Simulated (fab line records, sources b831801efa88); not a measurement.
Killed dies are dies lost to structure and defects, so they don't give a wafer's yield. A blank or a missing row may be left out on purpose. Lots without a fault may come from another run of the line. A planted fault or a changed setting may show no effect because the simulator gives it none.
fab line records | flow sky130
record lots=11 wafers=33 last_day=50
route steps=708 shown VT_ADJUST_PCH@152 POLY_GATE@228 LDD_HVN@275 LDD_HVP@287 PAD_OPEN@708
lots that met no fault: from a run of the same line without faults
start_h: hours from the record's first day to the start of the lot's first wafer shown | wait_h: hours since the lot's step before | " the same as in the row above | L1.1+2: a row that stands for several wafers | - no value, or no start given | * or withheld: withheld | < > ~ a bound
route shown NAME@n: a module of which the file shows steps, and the number in the route of the first | usual: mean/standard deviation of fault-free wafers | same: alike in all rows | chamber/n: place in a boat | sites: the reading at each site | _std_site: their standard deviation | _edge_site: outer sites' mean less inner sites' | radius_mm: how far each site lies from the wafer's centre | mask NAME#n: copy n | behind: the tool/chamber that last shaped the wafer | hold: why the lot was held/for how many hours/how that ended | device: the transistor (n, p or np) that didn't switch | end of line: the same wafers' tests at the end of the route | a step without rows: its recipe alone | killed: dies lost to structure and defects at the first sort, not the wafer's yield | map: a wafer's dies, x killed, . not, _ none there
set.NAME: the setting as run; set.NAME@STEP: as run at that earlier step | model.NAME: the simulator's own value behind a step, which no gauge read
steps of the route over a sample of lots; a table a step, a row a wafer
services: from which hour (start_h, from the record's first day; less than 0 if before it) a tool's chamber was out of use, for how many hours, and why
## steps
# step SKY_VT_ADJUST_PCH_STRIP_09
# recipe chemistry=O2/N2 power_w=1400 pressure_mtorr=1500 platen_temp_c=withheld o2_flow_sccm=3000 n2_flow_sccm=300 overash_fraction=0.5
# usual drypump_motor_current_A=5.8/0.47 oes_product_au=0.722/0.0044 strip_time_to_endpoint_s=36.96/0.11
# columns lot.wafer tool chamber start_h wait_h drypump_motor_current_A oes_product_au rf_hours_counter_h strip_time_to_endpoint_s
L590.2 plasma_asher-04 0 226.40 0.1 5.9 0.724 55 36.89
L590.4 " 1 " " 5.8 0.729 - 36.88
L590.6 " 1 " " 5.7 0.711 - 36.92
L593.2 plasma_asher-02 1 244.75 0.1 6.4 0.729 53 36.93
L593.4 " 1 " " 6.4 0.730 - 36.91
L593.6 " 1 " " 6.4 0.714 - 36.88
L596.1 plasma_asher-04 0 267.87 0.1 5.9 0.720 58 36.85
L596.2 " 1 " " 5.7 0.716 58 36.83
L596.5 " 1 " " 5.8 0.723 - 36.83
L603.2 plasma_asher-03 0 328.90 0.1 5.2 0.725 22 37.02
L603.4 " 1 " " 6.3 0.717 - 37.04
L603.5 " 1 " " 6.3 0.725 - 37.08
L604.1 plasma_asher-03 1 330.45 0.1 6.3 0.715 22 36.82
L604.3 " 1 " " 6.3 0.720 - 36.96
L604.4 " 0 " " 5.2 0.726 - 36.92
L606.1 plasma_asher-03 0 344.14 0.1 5.2 0.722 24 37.12
L606.4 " 1 " " 6.3 0.717 - 37.06
L606.6 " 1 " " 6.3 0.724 - 37.06
L608.1 plasma_asher-03 1 357.19 0.1 6.3 0.718 25 37.04
L608.3 " 1 " " 6.3 0.719 - 37.07
L608.4 " 0 " " 5.2 0.723 - 37.00
L610.1 plasma_asher-03 0 373.87 0.1 5.2 0.730 26 36.83
L610.4 " 0 " " 5.2 0.720 - 36.84
L610.6 " 0 " " 5.2 0.722 - 36.80
L611.1 plasma_asher-04 0 384.54 0.1 5.9 0.721 70 36.89
L611.2 " 1 " " 5.7 0.721 70 36.87
L611.5 " 1 " " 5.7 0.725 - 36.93
L612.2 plasma_asher-03 0 395.82 0.1 5.2 0.726 28 36.99
L612.4 " 0 " " 5.2 0.716 - 36.90
L612.5 " 0 " " 5.3 0.729 - 36.91
L613.2 plasma_asher-04 1 400.20 0.1 5.8 0.717 71 37.02
L613.4 " 1 " " 5.7 0.726 - 36.96
L613.6 " 0 " " 5.9 0.718 - 36.97
# step SKY_POLY_GATE_OVL_MEAS_14
# usual POLY_GATE_OVL=-4/5.4
# columns lot.wafer tool chamber start_h wait_h POLY_GATE_OVL[nm]
L590.2 overlay-02 - 373.16 0.1 0
L590.4 " - " " -3
L590.6 " - " " 2
L593.2 overlay-02 - 390.81 0.1 -8
L593.4 " - " " -8
L593.6 " - " " -9
L596.1 overlay-02 - 417.04 0.1 -6
L596.2 " - " " -5
L596.5 " - " " -8
L603.2 overlay-01 - 492.34 0.1 3
L603.4 " - " " 5
L603.5 " - " " 2
L604.1 overlay-01 - 494.73 0.1 -2
L604.3 " - " " -3
L604.4 " - " " 3
L606.1 overlay-01 - 510.64 0.1 -3
L606.4 " - " " -1
L606.6 " - " " -4
L608.1 overlay-01 - 521.73 0.1 -11
L608.3 " - " " -7
L608.4 " - " " 0
L610.1 overlay-02 - 537.09 0.1 -10
L610.4 " - " " -5
L610.6 " - " " -10
L611.1 overlay-02 - 549.18 0.1 1
L611.2 " - " " 1
L611.5 " - " " -2
L612.2 overlay-02 - 562.33 0.1 -10
L612.4 " - " " -7
L612.5 " - " " -3
L613.2 overlay-01 - 568.38 0.1 -8
L613.4 " - " " -7
L613.6 " - " " -1
# step SKY_LDD_HVN_IMPLANT_08
# recipe species=P energy_kev=60 dose_cm2=3e+13 tilt_deg=40
# usual dose_ions_cm2=3e+13/3.2e+10 faraday_current_uA=169/3.6 tilt_deg=40.001/0.021
# columns lot.wafer tool chamber start_h wait_h dose_ions_cm2 faraday_current_uA tilt_deg
L590.2 implanter-04 0 468.68 0.0 3.009e+13 168 40.038
L590.4 " 0 " " 2.999e+13 162 40.017
L590.6 " 0 " " 2.998e+13 170 39.980
L593.2 implanter-04 0 488.07 0.0 2.016e+13 111 40.016
L593.4 " 0 " " 2.014e+13 113 39.977
L593.6 " 0 " " 2.013e+13 116 39.987
L596.1 implanter-04 0 515.04 0.0 2.018e+13 115 40.012
L596.2 " 0 " " 2.019e+13 111 40.024
L596.5 " 0 " " 2.014e+13 117 39.988
L603.2 implanter-03 0 585.77 0.0 2.996e+13 165 39.992
L603.4 " 0 " " 2.998e+13 172 39.956
L603.5 " 0 " " 3.002e+13 167 39.993
L604.1 implanter-03 0 586.61 0.0 2.996e+13 171 39.988
L604.3 " 0 " " 2.998e+13 171 40.008
L604.4 " 0 " " 2.999e+13 171 39.984
L606.1 implanter-02 0 602.44 0.0 3e+13 166 40.010
L606.4 " 0 " " 2.996e+13 169 39.967
L606.6 " 0 " " 3.003e+13 170 40.014
L608.1 implanter-03 0 614.00 0.0 2.996e+13 171 39.989
L608.3 " 0 " " 2.999e+13 163 39.985
L608.4 " 0 " " 3.001e+13 175 40.003
L610.1 implanter-02 0 627.10 0.0 3.007e+13 172 40.015
L610.4 " 0 " " 3.002e+13 163 40.027
L610.6 " 0 " " 3.006e+13 173 40.001
L611.1 implanter-03 0 641.29 0.0 2.998e+13 164 40.011
L611.2 " 0 " " 2.999e+13 165 39.989
L611.5 " 0 " " 3.002e+13 173 39.997
L612.2 implanter-04 0 654.02 0.0 3.003e+13 170 40.028
L612.4 " 0 " " 2.999e+13 172 39.990
L612.5 " 0 " " 3.004e+13 171 39.973
L613.2 implanter-04 0 657.19 0.0 2.996e+13 164 40.014
L613.4 " 0 " " 2.993e+13 167 40.021
L613.6 " 0 " " 2.999e+13 178 40.002
# step SKY_LDD_HVN_TW_MEAS_10
# usual LDD_HVN_TW=1441/16
# columns lot.wafer tool chamber start_h wait_h hold LDD_HVN_TW
L590.2 film_metro-03 - 468.91 0.1 - 1456
L590.4 " - " " - 1451
L590.6 " - " " - 1456
L593.2 film_metro-03 - 488.30 0.1 await_dispo/0.2h/release 1289
L593.4 " - " " await_dispo/0.2h/release 1283
L593.6 " - " " await_dispo/0.2h/release 1282
L593.2 film_metro-03 - 488.53 0.2 - 1283
L593.4 " - " " - 1278
L593.6 " - " " - 1282
L596.1 film_metro-04 - 515.29 0.1 await_dispo/0.2h/release 1248
L596.2 " - " " await_dispo/0.2h/release 1252
L596.5 " - " " await_dispo/0.2h/release 1244
L596.1 film_metro-04 - 515.52 0.2 - 1244
L596.2 " - " " - 1250
L596.5 " - " " - 1248
L603.2 film_metro-01 - 586.00 0.1 - 1439
L603.4 " - " " - 1430
L603.5 " - " " - 1451
L604.1 film_metro-01 - 586.86 0.1 - 1437
L604.3 " - " " - 1430
L604.4 " - " " - 1434
L606.1 film_metro-03 - 602.69 0.1 - 1465
L606.4 " - " " - 1473
L606.6 " - " " - 1470
L608.1 film_metro-01 - 614.25 0.1 - 1439
L608.3 " - " " - 1442
L608.4 " - " " - 1438
L610.1 film_metro-03 - 627.35 0.1 - 1455
L610.4 " - " " - 1464
L610.6 " - " " - 1457
L611.1 film_metro-01 - 641.54 0.1 - 1436
L611.2 " - " " - 1427
L611.5 " - " " - 1429
L612.2 film_metro-03 - 654.25 0.1 - 1446
L612.4 " - " " - 1454
L612.5 " - " " - 1457
L613.2 film_metro-03 - 657.42 0.1 - 1457
L613.4 " - " " - 1455
L613.6 " - " " - 1451
# step SKY_LDD_HVP_STRIP_09
# recipe chemistry=O2/N2 power_w=1400 pressure_mtorr=1500 platen_temp_c=withheld o2_flow_sccm=3000 n2_flow_sccm=300 overash_fraction=0.5
# usual drypump_motor_current_A=5.8/0.52 oes_product_au=0.409/0.0049 strip_time_to_endpoint_s=4.134/0.014
# columns lot.wafer tool chamber start_h wait_h drypump_motor_current_A oes_product_au rf_hours_counter_h strip_time_to_endpoint_s
L590.2 plasma_asher-02 1 500.50 0.1 6.4 0.402 77 4.139
L590.4 " 0 " " 5.1 0.413 - 4.151
L590.6 " 1 " " 6.4 0.416 - 4.132
L593.2 plasma_asher-03 1 519.54 0.1 6.3 0.401 42 4.146
L593.4 " 1 " " 6.2 0.404 - 4.146
L593.6 " 0 " " 5.2 0.411 - 4.151
L596.1 plasma_asher-02 1 545.09 0.1 6.5 0.415 82 4.133
L596.2 " 0 " " 5.1 0.406 82 4.114
L596.5 " 1 " " 6.5 0.416 - 4.123
L603.2 plasma_asher-03 0 615.76 0.1 5.2 0.412 52 4.133
L603.4 " 1 " " 6.3 0.410 - 4.128
L603.5 " 1 " " 6.3 0.417 - 4.148
L604.1 plasma_asher-03 1 616.36 0.1 6.3 0.403 52 4.133
L604.3 " 1 " " 6.3 0.407 - 4.111
L604.4 " 0 " " 5.2 0.419 - 4.114
L606.1 plasma_asher-04 0 632.41 0.1 5.9 0.400 18 4.129
L606.4 " 0 " " 5.9 0.403 - 4.110
L606.6 " 1 " " 5.6 0.405 - 4.124
L608.1 plasma_asher-04 0 642.80 0.1 5.9 0.405 19 4.135
L608.3 " 1 " " 5.7 0.401 - 4.152
L608.4 " 0 " " 5.9 0.410 - 4.152
L610.1 plasma_asher-02 1 656.04 0.1 6.4 0.408 93 4.150
L610.4 " 0 " " 5.1 0.412 - 4.136
L610.6 " 0 " " 5.1 0.401 - 4.135
L611.1 plasma_asher-02 1 668.65 0.1 6.4 0.406 94 4.115
L611.2 " 0 " " 5.1 0.408 94 4.111
L611.5 " 1 " " 6.5 0.410 - 4.121
L612.2 plasma_asher-03 0 681.41 0.1 5.2 0.418 58 4.166
L612.4 " 1 " " 6.3 0.410 - 4.140
L612.5 " 1 " " 6.3 0.410 - 4.123
L613.2 plasma_asher-04 0 685.06 0.1 6.0 0.404 23 4.139
L613.4 " 0 " " 6.0 0.409 - 4.120
L613.6 " 0 " " 6.0 0.419 - 4.141
# step SKY_PAD_OPEN_PROBE_99
# usual killed_at_M0_to_M3=42/6.8 killed_at_M4_up=3.2/1.8 killed_at_contacts=25/5.4 killed_at_front_end=15/4.5 killed_at_other=0.3/0.56 killed_dies=85/9.7 killed_open=46/7.1 killed_short=39/6.5
# same gross_dies=492 killed_at_back_side=0
# columns lot.wafer tool chamber start_h wait_h killed_at_M0_to_M3 killed_at_M4_up killed_at_contacts killed_at_front_end killed_at_other killed_dies killed_open killed_short
L593.2 prober-02 - 1094.68 0.1 31 4 24 16 0 75 39 36
# killed by level:class
L593.2 CONTACT:geometric_particle:open=9 METAL2:geometric_particle:short=7 LI_CONTACT:geometric_particle:open=6 FIELD_ISO:geometric_particle:short=5 VIA3:geometric_particle:open=5 LOCAL_INTERCONNECT:geometric_particle:short=4 CONTACT:geometric_particle:short=4 POLY_GATE:geometric_particle:open=3
## services
# columns tool chamber start_h hours kind
plasma_asher-02 - 204.79 2.6 repair
implanter-03 - 231.05 3.2 repair
plasma_asher-04 - 241.92 9.0 repair
plasma_asher-02 - 262.18 0.8 repair
implanter-04 - 284.62 2.9 repair
plasma_asher-04 - 304.45 1.4 repair
plasma_asher-04 - 321.44 1.1 repair
plasma_asher-02 - 351.98 2.8 pm
plasma_asher-03 - 352.84 3.9 repair
implanter-04 - 373.23 13.5 pm
plasma_asher-03 - 387.99 2.4 repair
implanter-04 - 394.96 0.7 repair
plasma_asher-02 - 421.21 13.7 pm
plasma_asher-04 - 421.25 9.0 pm
plasma_asher-04 - 483.96 14.6 pm
implanter-04 - 483.97 2.9 pm
implanter-04 - 516.77 1.1 repair
implanter-04 - 530.60 0.6 repair
implanter-04 - 541.00 16.7 pm
implanter-04 - 572.44 2.6 repair
implanter-04 - 596.26 6.4 pm
plasma_asher-04 - 612.39 9.5 repair
plasma_asher-03 - 617.43 2.5 repair
plasma_asher-03 - 624.39 2.8 pm
## key
first_sign step=SKY_LDD_HVN_IMPLANT_08 reading=dose_ions_cm2 direction=down sigmas=99+ usual=* struck=*
effect step=SKY_LDD_HVN_IMPLANT_08 reading=faraday_current_uA direction=down sigmas=15 usual=169 struck=114
effect step=SKY_LDD_HVN_TW_MEAS_10 reading=visit direction=added
effect step=SKY_LDD_HVN_TW_MEAS_10 reading=LDD_HVN_TW direction=down sigmas=11 usual=1441 struck=1266
met_at SKY_LDD_HVN_IMPLANT_08
struck_lots L593,L596
tester_left_out L593,L596
not_acting_at SKY_VT_ADJUST_PCH_STRIP_09,SKY_POLY_GATE_OVL_MEAS_14,SKY_LDD_HVP_STRIP_09
onset_between 468.68 488.07
fault kind=process_parameter_drift tool=implanter-04 chamber=- onset_h=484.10 steps=SKY_LDD_HVN_IMPLANT_08 channel=dose_cm2 offset=* shape=step end_h=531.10 acts_in=* stated=*
# tester_left_out: of these lots the tester's yield and bins aren't shown, on N5 and GAA mostly nor the transistor test; their killed dies are dies lost to structure and defects alone, not to doping, threshold or leakage, so they don't give the yield
